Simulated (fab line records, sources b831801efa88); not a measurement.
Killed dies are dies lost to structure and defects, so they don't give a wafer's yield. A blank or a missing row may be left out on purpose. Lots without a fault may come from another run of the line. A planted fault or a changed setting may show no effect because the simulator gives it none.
fab line records | flow sky130
record lots=24 wafers=72 last_day=50
route steps=708 shown SD_N@350 VIA1@478 METAL2@486 METAL3@536 VIA3@594 METAL5@677
lots that met no fault: from a run of the same line without faults
start_h: hours from the record's first day to the start of the lot's first wafer shown | wait_h: hours since the lot's step before | " the same as in the row above | L1.1+2: a row that stands for several wafers | - no value, or no start given | * or withheld: withheld | < > ~ a bound
route shown NAME@n: a module of which the file shows steps, and the number in the route of the first | usual: mean/standard deviation of fault-free wafers | same: alike in all rows | chamber/n: place in a boat | sites: the reading at each site | _std_site: their standard deviation | _edge_site: outer sites' mean less inner sites' | radius_mm: how far each site lies from the wafer's centre | mask NAME#n: copy n | behind: the tool/chamber that last shaped the wafer | hold: why the lot was held/for how many hours/how that ended | device: the transistor (n, p or np) that didn't switch | end of line: the same wafers' tests at the end of the route | a step without rows: its recipe alone | killed: dies lost to structure and defects at the first sort, not the wafer's yield | map: a wafer's dies, x killed, . not, _ none there
set.NAME: the setting as run; set.NAME@STEP: as run at that earlier step | model.NAME: the simulator's own value behind a step, which no gauge read
steps of the route over a sample of lots; a table a step, a row a wafer
services: from which hour (start_h, from the record's first day; less than 0 if before it) a tool's chamber was out of use, for how many hours, and why
## steps
# step SKY_SD_N_OVL_MEAS_08
# usual SD_N_OVL=-0.1/1.5
# columns lot.wafer tool chamber start_h wait_h SD_N_OVL[nm]
L074.1 overlay-01 - 651.97 0.1 -0.9
L074.3 " - " " -1.9
L074.4 " - " " -0.4
L075.1 overlay-02 - 656.22 0.1 -3.4
L075.2 " - " " -1.7
L075.5 " - " " -0.8
L076.2 overlay-02 - 657.72 0.1 1.1
L076.3 " - " " 1.1
L076.4 " - " " 1.1
L077.1 overlay-02 - 675.95 0.1 1.8
L077.3 " - " " 2.9
L077.5 " - " " 0.9
L078.4 overlay-02 - 684.28 0.1 -1.0
L078.5 " - " " -1.8
L078.6 " - " " -3.0
L079.1 overlay-01 - 695.35 0.1 -0.1
L079.4 " - " " -0.5
L079.5 " - " " 0.1
L080.3 overlay-02 - 698.86 0.1 0.2
L080.4 " - " " 0.2
L080.5 " - " " 0.5
L081.1 overlay-01 - 700.17 0.1 -0.4
L081.2 " - " " -1.2
L081.5 " - " " -0.6
L082.1 overlay-01 - 713.40 0.1 0.0
L082.2 " - " " 0.0
L082.6 " - " " -0.5
L083.3 overlay-02 - 721.68 0.1 0.8
L083.5 " - " " 0.1
L083.6 " - " " 1.2
L085.1 overlay-02 - 728.47 0.1 1.8
L085.4 " - " " 1.6
L085.5 " - " " 1.7
L084.1 overlay-02 - 728.92 0.1 0.1
L084.2 " - " " 0.1
L084.6 " - " " -2.2
L086.3 overlay-02 - 736.63 0.1 1.7
L086.4 " - " " 0.4
L086.5 " - " " 0.6
L087.1 overlay-02 - 747.00 0.1 0.2
L087.2 " - " " 1.3
L087.3 " - " " 0.7
L088.1 overlay-02 - 750.52 0.1 1.4
L088.2 " - " " 0.2
L088.5 " - " " 1.1
L089.1 overlay-02 - 762.87 0.1 1.4
L089.3 " - " " 1.8
L089.6 " - " " -1.1
L090.1 overlay-02 - 778.02 0.1 -0.5
L090.3 " - " " -0.6
L090.6 " - " " -2.2
L091.1 overlay-01 - 793.27 0.1 -0.3
L091.2 " - " " 0.9
L091.4 " - " " -0.5
L093.2 overlay-01 - 794.40 0.1 0.4
L093.4 " - " " -2.0
L093.5 " - " " -2.5
L092.2 overlay-01 - 795.42 0.1 3.6
L092.3 " - " " 3.2
L092.4 " - " " 2.4
L094.4 overlay-02 - 800.09 0.1 -1.8
L094.5 " - " " -1.9
L094.6 " - " " -1.8
L095.1 overlay-02 - 812.87 0.1 1.2
L095.5 " - " " 1.2
L095.6 " - " " 1.6
L096.1 overlay-01 - 816.80 0.1 -1.8
L096.2 " - " " -1.4
L096.4 " - " " -1.8
L097.3 overlay-01 - 824.73 0.1 -0.1
L097.4 " - " " -1.4
L097.5 " - " " -3.2
# step SKY_VIA1_SPUTTER_20
# recipe material=TiN target_thk_nm=20 chamber_pressure_pa=5 power_w=4000 time_s=80
# usual throttle_valve_pct=30.1/0.96
# columns lot.wafer tool chamber start_h wait_h throttle_valve_pct
L074.1 pvd_sputter-03 - 797.06 0.0 31.5
L074.3 " - " " 31.3
L074.4 " - " " 29.7
L075.1 pvd_sputter-01 - 803.61 0.0 29.7
L075.2 " - " " 29.1
L075.5 " - " " 30.1
L076.2 pvd_sputter-03 - 803.66 0.0 31.3
L076.3 " - " " 29.0
L076.4 " - " " 31.3
L077.1 pvd_sputter-01 - 821.28 0.0 30.1
L077.3 " - " " 28.8
L077.5 " - " " 29.0
L078.4 pvd_sputter-03 - 826.08 0.0 31.1
L078.5 " - " " 31.7
L078.6 " - " " 30.8
L079.1 pvd_sputter-01 - 836.47 0.0 30.0
L079.4 " - " " 30.2
L079.5 " - " " 28.5
L080.3 pvd_sputter-04 - 839.42 0.0 30.9
L080.4 " - " " 30.9
L080.5 " - " " 29.6
L081.1 pvd_sputter-04 - 843.44 0.0 29.5
L081.2 " - " " 30.8
L081.5 " - " " 31.2
L082.1 pvd_sputter-01 - 854.63 0.0 30.2
L082.2 " - " " 28.9
L082.6 " - " " 28.8
L083.3 pvd_sputter-03 - 861.82 0.0 31.6
L083.5 " - " " 31.5
L083.6 " - " " 31.2
L085.1 pvd_sputter-03 - 869.18 0.0 31.4
L085.4 " - " " 30.9
L085.5 " - " " 29.3
L084.1 pvd_sputter-01 - 870.86 0.0 29.9
L084.2 " - " " 28.8
L084.6 " - " " 28.8
L086.3 pvd_sputter-03 - 878.26 0.0 31.0
L086.4 " - " " 29.0
L086.5 " - " " 30.7
L087.1 pvd_sputter-01 - 886.18 0.0 30.5
L087.2 " - " " 28.7
L087.3 " - " " 29.2
L088.1 pvd_sputter-01 - 890.37 0.0 30.0
L088.2 " - " " 28.7
L088.5 " - " " 30.4
L089.1 pvd_sputter-01 - 901.12 0.0 30.3
L089.3 " - " " 28.6
L089.6 " - " " 29.1
L090.1 pvd_sputter-04 - 912.31 0.0 30.8
L090.3 " - " " 29.7
L090.6 " - " " 30.0
L091.1 pvd_sputter-03 - 930.30 0.0 31.5
L091.2 " - " " 30.7
L091.4 " - " " 29.4
L093.2 pvd_sputter-03 - 931.82 0.0 31.0
L093.4 " - " " 31.6
L093.5 " - " " 31.0
L092.2 pvd_sputter-01 - 932.52 0.0 29.0
L092.3 " - " " 30.3
L092.4 " - " " 28.9
L094.4 pvd_sputter-03 - 935.17 0.0 31.6
L094.5 " - " " 31.2
L094.6 " - " " 31.6
L095.1 pvd_sputter-04 - 946.58 0.0 29.7
L095.5 " - " " 31.1
L095.6 " - " " 30.7
L096.1 pvd_sputter-04 - 953.47 0.0 29.6
L096.2 " - " " 31.0
L096.4 " - " " 31.3
L097.3 pvd_sputter-04 - 959.33 0.0 29.7
L097.4 " - " " 31.3
L097.5 " - " " 30.0
# step SKY_METAL2_SPUTTER_03
# recipe material=Ti target_thk_nm=5 power_w=3000 time_s=3.3 chamber_pressure_pa=0.4
# usual throttle_valve_pct=30.3/0.9
# columns lot.wafer tool chamber start_h wait_h throttle_valve_pct
L074.1 pvd_sputter-04 - 797.76 0.0 29.8
L074.3 " - " " 31.1
L074.4 " - " " 31.2
L075.1 pvd_sputter-04 - 804.32 0.0 31.4
L075.2 " - " " 30.8
L075.5 " - " " 29.8
L076.2 pvd_sputter-03 - 804.37 0.0 31.6
L076.3 " - " " 31.1
L076.4 " - " " 31.3
L077.1 pvd_sputter-04 - 821.99 0.0 29.7
L077.3 " - " " 31.5
L077.5 " - " " 31.0
L078.4 pvd_sputter-02 - 826.79 0.0 30.1
L078.5 " - " " 31.0
L078.6 " - " " 28.3
L079.1 pvd_sputter-03 - 837.18 0.0 31.1
L079.4 " - " " 29.3
L079.5 " - " " 31.6
L080.3 pvd_sputter-02 - 840.13 0.0 29.9
L080.4 " - " " 30.2
L080.5 " - " " 30.3
L081.1 pvd_sputter-04 - 844.19 0.0 29.6
L081.2 " - " " 30.6
L081.5 " - " " 29.9
L082.1 pvd_sputter-03 - 855.65 0.0 30.7
L082.2 " - " " 31.5
L082.6 " - " " 31.0
L083.3 pvd_sputter-04 - 862.52 0.0 29.8
L083.5 " - " " 29.9
L083.6 " - " " 30.8
L085.1 pvd_sputter-02 - 869.89 0.0 30.8
L085.4 " - " " 30.3
L085.5 " - " " 30.7
L084.1 pvd_sputter-03 - 871.56 0.0 30.9
L084.2 " - " " 29.0
L084.6 " - " " 31.4
L086.3 pvd_sputter-04 - 878.97 0.0 30.8
L086.4 " - " " 31.2
L086.5 " - " " 30.9
L087.1 pvd_sputter-04 - 887.04 0.0 29.7
L087.2 " - " " 30.0
L087.3 " - " " 31.2
L088.1 pvd_sputter-03 - 891.07 0.0 30.9
L088.2 " - " " 31.7
L088.5 " - " " 29.1
L089.1 pvd_sputter-03 - 901.83 0.0 31.4
L089.3 " - " " 29.3
L089.6 " - " " 29.2
L090.1 pvd_sputter-03 - 916.83 0.0 29.2
L090.3 " - " " 31.3
L090.6 " - " " 29.2
L091.1 pvd_sputter-04 - 931.02 0.0 30.8
L091.2 " - " " 31.3
L091.4 " - " " 29.9
L093.2 pvd_sputter-03 - 932.54 0.0 31.7
L093.4 " - " " 31.0
L093.5 " - " " 31.1
L092.2 pvd_sputter-04 - 933.23 0.0 31.0
L092.3 " - " " 29.5
L092.4 " - " " 30.1
L094.4 pvd_sputter-04 - 935.87 0.0 31.4
L094.5 " - " " 29.8
L094.6 " - " " 29.6
L095.1 pvd_sputter-02 - 947.29 0.0 30.9
L095.5 " - " " 30.0
L095.6 " - " " 30.1
L096.1 pvd_sputter-02 - 954.26 0.0 28.3
L096.2 " - " " 31.0
L096.4 " - " " 29.9
L097.3 pvd_sputter-03 - 960.04 0.0 29.3
L097.4 " - " " 31.0
L097.5 " - " " 29.1
# step SKY_METAL3_SPUTTER_04
# recipe material=TiN target_thk_nm=70 power_w=6500 time_s=58.3 chamber_pressure_pa=0.4
# usual throttle_valve_pct=29.9/0.9
# columns lot.wafer tool chamber start_h wait_h throttle_valve_pct
L074.1 pvd_sputter-01 - 853.24 0.0 29.0
L074.3 " - " " 28.6
L074.4 " - " " 30.0
L075.1 pvd_sputter-04 - 857.80 0.0 29.8
L075.2 " - " " 30.0
L075.5 " - " " 30.9
L076.2 pvd_sputter-02 - 858.87 0.0 29.9
L076.3 " - " " 31.0
L076.4 " - " " 28.3
L077.1 pvd_sputter-02 - 877.01 0.0 30.2
L077.3 " - " " 30.7
L077.5 " - " " 30.9
L078.4 pvd_sputter-02 - 882.45 0.0 30.2
L078.5 " - " " 28.2
L078.6 " - " " 31.0
L079.1 pvd_sputter-04 - 892.67 0.0 30.0
L079.4 " - " " 29.5
L079.5 " - " " 30.9
L080.3 pvd_sputter-02 - 894.31 0.0 31.0
L080.4 " - " " 30.3
L080.5 " - " " 29.6
L081.1 pvd_sputter-01 - 899.55 0.0 30.0
L081.2 " - " " 30.4
L081.5 " - " " 28.5
L082.1 pvd_sputter-01 - 909.57 0.0 30.3
L082.2 " - " " 30.2
L082.6 " - " " 30.0
L083.3 pvd_sputter-02 - 917.47 0.0 30.0
L083.5 " - " " 30.5
L083.6 " - " " 30.1
L085.1 pvd_sputter-01 - 923.22 0.0 28.7
L085.4 " - " " 30.0
L085.5 " - " " 30.3
L084.1 pvd_sputter-01 - 925.22 0.0 30.0
L084.2 " - " " 30.0
L084.6 " - " " 28.8
L086.3 pvd_sputter-01 - 932.29 0.0 30.1
L086.4 " - " " 28.9
L086.5 " - " " 30.1
L087.1 pvd_sputter-04 - 943.25 0.0 30.0
L087.2 " - " " 30.9
L087.3 " - " " 31.1
L088.1 pvd_sputter-02 - 943.93 0.0 30.6
L088.2 " - " " 28.7
L088.5 " - " " 28.4
L089.1 pvd_sputter-04 - 954.45 0.0 29.3
L089.3 " - " " 30.9
L089.6 " - " " 29.7
L090.1 pvd_sputter-04 - 968.88 0.0 31.0
L090.3 " - " " 29.4
L090.6 " - " " 29.6
L091.1 pvd_sputter-04 - 981.83 0.0 31.0
L091.2 " - " " 29.8
L091.4 " - " " 29.6
L093.2 pvd_sputter-04 - 984.09 0.0 29.7
L093.4 " - " " 31.4
L093.5 " - " " 31.0
L092.2 pvd_sputter-01 - 984.19 0.0 28.8
L092.3 " - " " 28.8
L092.4 " - " " 29.9
L094.4 pvd_sputter-02 - 987.26 0.0 30.3
L094.5 " - " " 30.7
L094.6 " - " " 28.5
L095.1 pvd_sputter-02 - 997.61 0.0 30.9
L095.5 " - " " 31.0
L095.6 " - " " 28.6
L096.1 pvd_sputter-04 - 1005.06 0.0 29.9
L096.2 " - " " 30.9
L096.4 " - " " 29.4
L097.3 pvd_sputter-02 - 1010.05 0.0 28.4
L097.4 " - " " 29.8
L097.5 " - " " 30.1
# step SKY_VIA3_CVD_21
# recipe material=W target_thk_nm=390 time_s=117.31 temp_c=400 pressure_torr=40
# usual heater_power_w=953/130
# columns lot.wafer tool chamber start_h wait_h heater_power_w
L074.1 cvd_w-01 1 933.66 0.0 1039
L074.3 " 0 " " 1016
L074.4 " 1 " " 1042
L075.1 cvd_w-02 0 936.74 0.0 763
L075.2 " 1 " " 689
L075.5 " 1 " " 692
L076.2 cvd_w-01 1 940.71 0.0 999
L076.3 " 1 " " 1017
L076.4 " 0 " " 1013
L077.1 cvd_w-01 0 954.07 0.0 1009
L077.3 " 1 " " 1023
L077.5 " 1 " " 1055
L078.4 cvd_w-01 1 959.80 0.1 1041
L078.5 " 0 " " 1023
L078.6 " 1 " " 1016
L079.1 cvd_w-02 1 970.62 0.0 674
L079.4 " 1 " " 706
L079.5 " 0 " " 777
L080.3 cvd_w-01 1 971.81 0.1 1032
L080.4 " 0 " " 1032
L080.5 " 0 " " 1028
L081.1 cvd_w-01 1 976.46 0.0 1047
L081.2 " 0 " " 1032
L081.5 " 0 " " 992
L082.1 cvd_w-01 0 985.88 0.0 1001
L082.2 " 1 " " 1032
L082.6 " 0 " " 1016
L083.3 cvd_w-01 0 993.30 0.1 1035
L083.5 " 1 " " 1020
L083.6 " 0 " " 1005
L085.1 cvd_w-01 1 997.65 0.0 1040
L085.4 " 0 " " 1005
L085.5 " 1 " " 1051
L084.1 cvd_w-01 0 1001.70 0.0 1021
L084.2 " 1 " " 1032
L084.6 " 1 " " 1038
L086.3 cvd_w-01 1 1007.13 0.1 1037
L086.4 " 0 " " 1001
L086.5 " 1 " " 1016
L087.1 cvd_w-02 0 1016.27 0.0 779
L087.2 " 1 " " 720
L087.3 " 1 " " 693
L088.1 cvd_w-01 0 1016.65 0.0 992
L088.2 " 1 " " 1026
L088.5 " 1 " " 982
L089.1 cvd_w-02 0 1027.36 0.0 783
L089.3 " 0 " " 770
L089.6 " 1 " " 710
L090.1 cvd_w-02 1 1039.88 0.0 701
L090.3 " 0 " " 793
L090.6 " 1 " " 713
L091.1 cvd_w-01 1 1053.61 0.0 1027
L091.2 " 0 " " 1046
L091.4 " 0 " " 1068
L093.2 cvd_w-01 0 1054.88 0.0 1012
L093.4 " 0 " " 1045
L093.5 " 1 " " 1044
L092.2 cvd_w-02 0 1055.47 0.0 760
L092.3 " 0 " " 790
L092.4 " 1 " " 710
L094.4 cvd_w-01 1 1059.38 0.1 1044
L094.5 " 1 " " 1052
L094.6 " 0 " " 1006
L095.1 cvd_w-01 0 1067.86 0.0 1016
L095.5 " 1 " " 999
L095.6 " 0 " " 1016
L096.1 cvd_w-01 1 1076.32 0.0 1029
L096.2 " 0 " " 1014
L096.4 " 1 " " 1046
L097.3 cvd_w-01 1 1079.80 0.1 1057
L097.4 " 0 " " 994
L097.5 " 0 " " 1019
# step SKY_METAL5_STRIP_16
# recipe chemistry=O2/N2 power_w=1400 pressure_mtorr=1500 platen_temp_c=withheld o2_flow_sccm=3000 n2_flow_sccm=300 overash_fraction=0.5
# usual drypump_motor_current_A=6.0/0.34 n2_flow_sccm=300.2/0.88 o2_flow_sccm=3000/7.9 oes_product_au=0.710/0.0043 strip_time_to_endpoint_s=13.11/0.11
# same overash_fraction=0.5
# columns lot.wafer tool chamber start_h wait_h drypump_motor_current_A n2_flow_sccm o2_flow_sccm oes_product_au rf_hours_counter_h strip_time_to_endpoint_s
L074.1 plasma_asher-02 1 1032.27 0.2 6.2 301.2 2990 0.707 89 13.16
L074.3 " 1 " " 6.2 301.8 2994 0.713 - 13.18
L074.4 " 0 " " 6.0 299.7 3002 0.705 - 13.23
L075.1 plasma_asher-02 0 1035.31 0.2 6.0 300.9 2993 0.719 89 13.10
L075.2 " 1 " " 6.2 300.8 2999 0.710 89 13.17
L075.5 " 0 " " 6.0 299.8 3003 0.713 - 13.12
L076.2 plasma_asher-01 1 1037.54 0.2 6.0 301.1 3003 0.706 30 13.16
L076.3 " 0 " " 5.1 300.0 2992 0.712 - 13.15
L076.4 " 1 " " 6.1 300.1 3005 0.705 - 13.05
L077.1 plasma_asher-02 1 1048.82 0.2 6.2 298.6 3015 0.718 90 13.30
L077.3 " 0 " " 6.0 299.6 2994 0.715 - 13.35
L077.5 " 0 " " 6.0 299.8 3007 0.711 - 13.22
L078.4 plasma_asher-02 0 1056.19 0.2 6.0 299.1 3002 0.714 - 13.05
L078.5 " 1 " " 6.1 299.9 3016 0.703 - 13.03
L078.6 " 0 " " 5.9 300.7 2990 0.705 - 13.06
L079.1 plasma_asher-03 1 1066.79 0.2 6.1 300.9 2990 0.712 0 13.16
L079.4 " 1 " " 6.1 301.2 3001 0.708 - 13.05
L079.5 " 0 " " 6.5 301.5 3009 0.708 - 13.05
L080.3 plasma_asher-02 0 1067.39 0.3 6.0 300.1 3007 0.700 - 12.94
L080.4 " 1 " " 6.2 301.8 2993 0.711 - 12.88
L080.5 " 1 " " 6.2 300.1 2984 0.717 - 12.94
L081.1 plasma_asher-02 1 1069.49 0.2 6.2 299.8 3000 0.706 93 13.08
L081.2 " 0 " " 6.0 299.4 2996 0.702 93 13.06
L081.5 " 0 " " 5.9 300.0 2995 0.709 - 13.07
L082.1 plasma_asher-01 0 1078.97 0.2 5.1 299.4 2985 0.720 34 12.98
L082.2 " 1 " " 6.0 299.9 2991 0.707 34 12.90
L082.6 " 0 " " 5.1 300.9 2982 0.708 - 13.08
L083.3 plasma_asher-02 1 1086.75 0.1 6.2 300.5 2993 0.705 - 13.10
L083.5 " 1 " " 6.2 300.3 2985 0.704 - 13.26
L083.6 " 0 " " 5.9 299.9 3003 0.704 - 13.09
L085.1 plasma_asher-01 0 1090.62 0.2 5.1 299.7 3007 0.712 35 13.08
L085.4 " 1 " " 6.0 300.6 2995 0.714 - 13.24
L085.5 " 1 " " 6.1 301.0 3002 0.708 - 13.14
L084.1 plasma_asher-02 0 1095.17 0.2 6.0 301.2 2997 0.710 95 13.05
L084.2 " 1 " " 6.1 300.0 3009 0.706 95 13.08
L084.6 " 1 " " 6.1 300.1 3004 0.708 - 13.12
L086.3 plasma_asher-03 0 1098.70 0.1 6.5 300.7 3002 0.712 - 12.97
L086.4 " 1 " " 6.1 300.0 2997 0.699 - 13.04
L086.5 " 1 " " 6.1 299.3 2997 0.705 - 13.10
L087.1 plasma_asher-02 0 1107.29 0.2 6.0 299.8 3008 0.706 96 13.10
L087.2 " 1 " " 6.2 299.1 2999 0.712 96 13.18
L087.3 " 0 " " 6.0 298.8 3012 0.713 - 13.12
L088.1 plasma_asher-03 0 1108.77 0.2 6.5 299.0 3017 0.708 4 13.20
L088.2 " 1 " " 6.1 299.9 3013 0.711 4 13.16
L088.5 " 0 " " 6.5 299.6 3013 0.714 - 13.04
L089.1 plasma_asher-03 0 1114.92 0.2 6.4 299.3 3001 0.704 5 13.16
L089.3 " 1 " " 6.1 301.4 3004 0.707 - 13.14
L089.6 " 1 " " 6.1 301.0 3000 0.719 - 13.17
L090.1 plasma_asher-01 0 1128.19 0.2 5.1 299.5 3007 0.708 38 13.06
L090.3 " 1 " " 6.0 299.4 2999 0.715 - 13.09
L090.6 " 1 " " 6.1 300.2 3001 0.706 - 13.16
L091.1 plasma_asher-02 0 1138.87 0.2 6.0 302.0 2998 0.716 99 13.21
L091.2 " 1 " " 6.1 299.7 3005 0.716 99 13.19
L091.4 " 1 " " 6.1 300.7 2994 0.705 - 13.19
L093.2 plasma_asher-02 1 1140.77 0.2 6.2 301.0 2988 0.713 100 13.18
L093.4 " 1 " " 6.2 301.2 2999 0.716 - 13.23
L093.5 " 0 " " 6.0 300.7 2993 0.717 - 13.17
L092.2 plasma_asher-03 0 1141.07 0.2 6.5 300.2 3009 0.709 7 13.06
L092.3 " 0 " " 6.4 299.6 3006 0.705 - 13.26
L092.4 " 1 " " 6.1 300.3 2999 0.710 - 13.08
L094.4 plasma_asher-03 0 1144.50 0.1 6.5 298.1 3004 0.716 - 13.20
L094.5 " 1 " " 6.1 298.6 2997 0.708 - 13.27
L094.6 " 0 " " 6.5 299.5 2988 0.709 - 13.21
L095.1 plasma_asher-01 0 1151.67 0.2 5.1 300.3 3007 0.707 41 13.12
L095.5 " 0 " " 5.2 301.6 2997 0.711 - 13.25
L095.6 " 1 " " 6.1 299.0 2993 0.712 - 13.06
L096.1 plasma_asher-02 1 1158.32 0.2 6.2 301.5 3003 0.707 101 12.94
L096.2 " 0 " " 6.0 301.6 3001 0.718 101 13.14
L096.4 " 1 " " 6.1 300.1 3002 0.707 - 12.95
L097.3 plasma_asher-02 0 1160.40 0.1 6.0 299.8 2998 0.716 - 13.07
L097.4 " 1 " " 6.2 300.3 2990 0.712 - 12.87
L097.5 " 1 " " 6.1 301.5 3005 0.710 - 12.90
## services
# columns tool chamber start_h hours kind
pvd_sputter-01 - 778.55 5.0 repair
pvd_sputter-04 1 783.63 - consumable_replace:kit
pvd_sputter-04 1 783.63 18.0 scheduled_down
plasma_asher-03 - 788.57 1.2 repair
plasma_asher-03 - 805.26 26.3 pm
cvd_w-02 - 808.26 2.1 repair
pvd_sputter-03 - 816.81 5.6 repair
pvd_sputter-02 - 842.51 5.4 repair
cvd_w-01 - 872.66 3.8 pm
pvd_sputter-02 - 877.15 2.6 repair
pvd_sputter-02 - 887.45 5.4 repair
cvd_w-01 - 891.72 0.8 repair
cvd_w-02 - 904.00 14.0 pm
pvd_sputter-02 - 931.93 4.5 repair
pvd_sputter-04 - 993.37 5.6 repair
pvd_sputter-01 - 1001.97 5.4 repair
cvd_w-02 - 1004.15 6.0 pm
pvd_sputter-03 - 1053.29 4.0 repair
pvd_sputter-03 - 1054.10 0.7 repair
plasma_asher-03 - 1055.25 9.0 pm
pvd_sputter-01 - 1094.26 27.8 repair
cvd_w-01 - 1095.47 0.8 repair
pvd_sputter-01 - 1110.70 6.3 repair
cvd_w-02 - 1120.30 2.8 pm
## key
fault none
